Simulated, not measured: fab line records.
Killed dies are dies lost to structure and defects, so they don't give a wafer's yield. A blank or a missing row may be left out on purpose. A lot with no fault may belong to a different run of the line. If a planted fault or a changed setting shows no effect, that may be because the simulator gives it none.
Which tool did it?	flow sky130	33 wafers from 11 lots sampled at 3 of the route's 708 steps

== WHAT THE GAUGES SHOWED, per wafer ==
SKY_CONTACT_THK_MEAS_03.
lot	measured	on	CONTACT_HDPCVD_THK (nm)
L360	day 31 06:26	filmMetro-04	546 561 549
L362	day 31 22:48	filmMetro-04	571 564 562
L363	day 32 08:21	filmMetro-04	568 571 570
L364	day 32 18:03	filmMetro-01	570 559 569
L365	day 32 21:51	filmMetro-01	560 568 562
L371	day 35 02:09	filmMetro-01	552 396 550
L373	day 35 17:55	filmMetro-02	565 564 570
L377	day 36 17:47	filmMetro-02	558 559 567
L381	day 37 17:45	filmMetro-01	568 560 566
L382	day 38 05:29	filmMetro-01	565 562 568
L383	day 38 14:43	filmMetro-04	568 561 566

== WHICH TOOL RAN EACH LOT (tool, then ch and the chambers of the sampled wafers, then the start) ==
lot	SKY_LI_CONTACT_SPUTTER_19	SKY_CONTACT_HDPCVD_02
L360	pvdSputter-02, day 30 00:10	hdpcvd-02 ch 0,1, day 31 06:22
L362	pvdSputter-02, day 30 17:25	hdpcvd-01 ch 0,1,2, day 31 22:43
L363	pvdSputter-01, day 31 02:57	hdpcvd-01 ch 1,2, day 32 08:16
L364	pvdSputter-04, day 31 12:03	hdpcvd-02 ch 0,1, day 32 17:58
L365	pvdSputter-01, day 31 16:20	hdpcvd-01 ch 0,1, day 32 21:47
L371	pvdSputter-04, day 33 20:54	hdpcvd-02 ch 0,2, day 35 02:03
L373	pvdSputter-01, day 34 12:18	hdpcvd-01 ch 0,1,2, day 35 17:50
L377	pvdSputter-02, day 35 13:01	hdpcvd-01 ch 0,1, day 36 17:43
L381	pvdSputter-04, day 36 13:12	hdpcvd-02 ch 0,2, day 37 17:41
L382	pvdSputter-01, day 37 00:50	hdpcvd-01 ch 0,1, day 38 05:25
L383	pvdSputter-02, day 37 09:22	hdpcvd-01 ch 0,2, day 38 14:38
- SKY_LI_CONTACT_SPUTTER_19: material Ti, target thk 20 nm, time 106.37 s.
- SKY_CONTACT_HDPCVD_02: deposits SiO2, target thk 565 nm, time 94.2 s.

== THE ANSWER, worked out from the rows above alone ==
Rule: what is usual is taken from the lots themselves. The widest of any qualifying gaps counts: lots, ordered by their means at a reading, are off when they make up no more than a third of the lots, leave a main group of 4 or more, and stand apart from it by 3 or more times the standard deviation of that group's means. A main group is skipped when, at the precision printed for the reading in the tables above, its means are all equal. A lot without any number at a reading at which 4 lots or more have one is off too. Any other lot the step has rows for is counted as sound.
Off: at SKY_CONTACT_THK_MEAS_03 (CONTACT_HDPCVD_THK), L371. For the main group the mean is 564 nm and the standard deviation 4.5.
If a tool, at a process step before that reading, ran all the lots that are off and no sound lot after the first of them, it fits. The gauges at SKY_CONTACT_THK_MEAS_03 are tried like those tools. Of those tried, none fits.

== WHAT THE SIMULATOR PUT IN ==
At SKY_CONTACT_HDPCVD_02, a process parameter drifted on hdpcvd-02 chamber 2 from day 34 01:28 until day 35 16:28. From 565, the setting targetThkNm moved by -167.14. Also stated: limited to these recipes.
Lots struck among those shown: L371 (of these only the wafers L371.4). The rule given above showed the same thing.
